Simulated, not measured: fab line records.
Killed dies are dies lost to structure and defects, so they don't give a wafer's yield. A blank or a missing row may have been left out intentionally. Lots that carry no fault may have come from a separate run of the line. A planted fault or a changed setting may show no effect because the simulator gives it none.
A struck lot beside a sound one || flow sky130 || 15 steps out of a route of 708
Sound: wafers L856.3, L856.5, L856.6. Struck: wafers L857.4, L857.5 (left out: L857.1, a lot-mate that was not struck); the cause follows at the end.
Each step with rows lists, per side, the tool, then ch with its chambers, then its first start. Under that, the readings that differ: sound wafers || struck wafers || difference of the means || sigmas: that difference in standard deviations of wafers without a fault.
alike: a reading whose means differ by less than 2 such deviations, as well as words and numbers matching on both sides. not compared: withheld readings; readings where some wafer has no value; bounds like >300 that might hide an equal value; numbers whose values overlap and for which the record gives no deviation.
A row with sigmas, a row that says differs or no value, or rows on one side alone: a step with any of these is where the two part. Non-overlapping numbers with no deviation appear without sigmas and do not part them. A reading missing from all wafers of one side parts the sides only when that side holds two or more wafers.

first, 8 steps without rows for these wafers: SKY_METAL2_DEHYDRATE_07 (time 60 s); SKY_METAL2_HMDS_08 (prime time 60 s); SKY_METAL2_COAT_09 (resist thk 60 nm); SKY_METAL2_COAT_10 (resist thk 450 nm); SKY_METAL2_SOFTBAKE_11 (time 90 s); SKY_METAL2_EXPOSE_12 (exposes mask MM2, target cd 140 nm); SKY_METAL2_PEB_13; SKY_METAL2_DEVELOP_14 (develop time 60 s).
SKY_METAL2_CD_MEAS_15 targets a cd of 140 nm.
  sound: cdSem-02 at day 37 06:19; struck: cdSem-02 at day 37 07:34
  alike: cdNm
SKY_METAL2_OVL_MEAS_16:
  sound: overlay-01 at day 37 06:24; struck: overlay-02 at day 37 07:41
  alike: METAL2_OVL
SKY_METAL2_DESCUM_17: chemistry O2, time 8 s.
  sound on rieMetal-03 ch 0,1, day 37 06:26; struck on rieMetal-01 ch 1, day 37 07:43
  alike: drypumpMotorCurrentA, heBacksideLeakSccm, oesProductAu
  not compared: rfHoursCounterH
SKY_METAL2_ETCH_18: etches BARC in N2/H2, stops on SiO2, time 45.9 s, target depth 60 nm.
  sound on rieMetal-03 ch 0,1, day 37 06:28; struck on rieMetal-01 ch 1, day 37 07:45
  alike: drypumpMotorCurrentA, heBacksideLeakSccm, oesProductAu, throttleValvePct
  not compared: rfHoursCounterH
SKY_METAL2_METAL_ETCH_19: etches the open film in Cl2/BCl3, stops on SiO2, target depth 360 nm, time 78 s.
  sound on rieMetal-03 ch 0,1, day 37 06:33; struck on rieMetal-01 ch 1, day 37 07:49
{"reading": "oesProductAu (a.u.)", "sound": "0.842 0.850 0.854", "struck": "0.711 0.721", "difference": -0.133, "sigmas": -21}
{"reading": "model.METAL2.featureDepthNm (nm)", "sound": "357.7 357.2 356.6", "struck": "250.6 255.4", "difference": -104.2, "sigmas": ""}
{"reading": "model.etch.depthNm (nm)", "sound": "357.7 357.2 356.6", "struck": "250.6 255.4", "difference": -104.2, "sigmas": ""}
{"reading": "model.KrF-thick_of_METAL2_COAT_10.thkNm (nm)", "sound": "164.8 168.7 165", "struck": "266.6 264.6", "difference": "+99.4", "sigmas": ""}
  alike: drypumpMotorCurrentA, heBacksideLeakSccm, throttleValvePct
  not compared: rfHoursCounterH
SKY_METAL2_STRIP_20: strips in O2/N2.
  sound on plasmaAsher-04 ch 0,1, day 37 06:38; struck on plasmaAsher-03 ch 0,1, day 37 07:54
{"reading": "oesProductAu (a.u.)", "sound": "0.339 0.350 0.346", "struck": "0.389 0.391", "difference": "+0.045", "sigmas": "+9"}
{"reading": "stripTimeToEndpointS (s)", "sound": "2.73 2.81 2.76", "struck": "3.87 3.84", "difference": "+1.09", "sigmas": "+29"}
  alike: drypumpMotorCurrentA, o2FlowSccm
  not compared: rfHoursCounterH
then, 1 step without rows for these wafers: SKY_METAL2_STRIP_21 (strips in post etch residue remover, time 1200 s).

== WHERE THEY PART ==
First at SKY_METAL2_METAL_ETCH_19; last, within this record, at SKY_METAL2_STRIP_20.

WHY: the cause the simulator had injected
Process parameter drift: rieMetal-01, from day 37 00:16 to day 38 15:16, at SKY_METAL2_METAL_ETCH_19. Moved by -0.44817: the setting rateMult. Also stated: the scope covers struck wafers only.
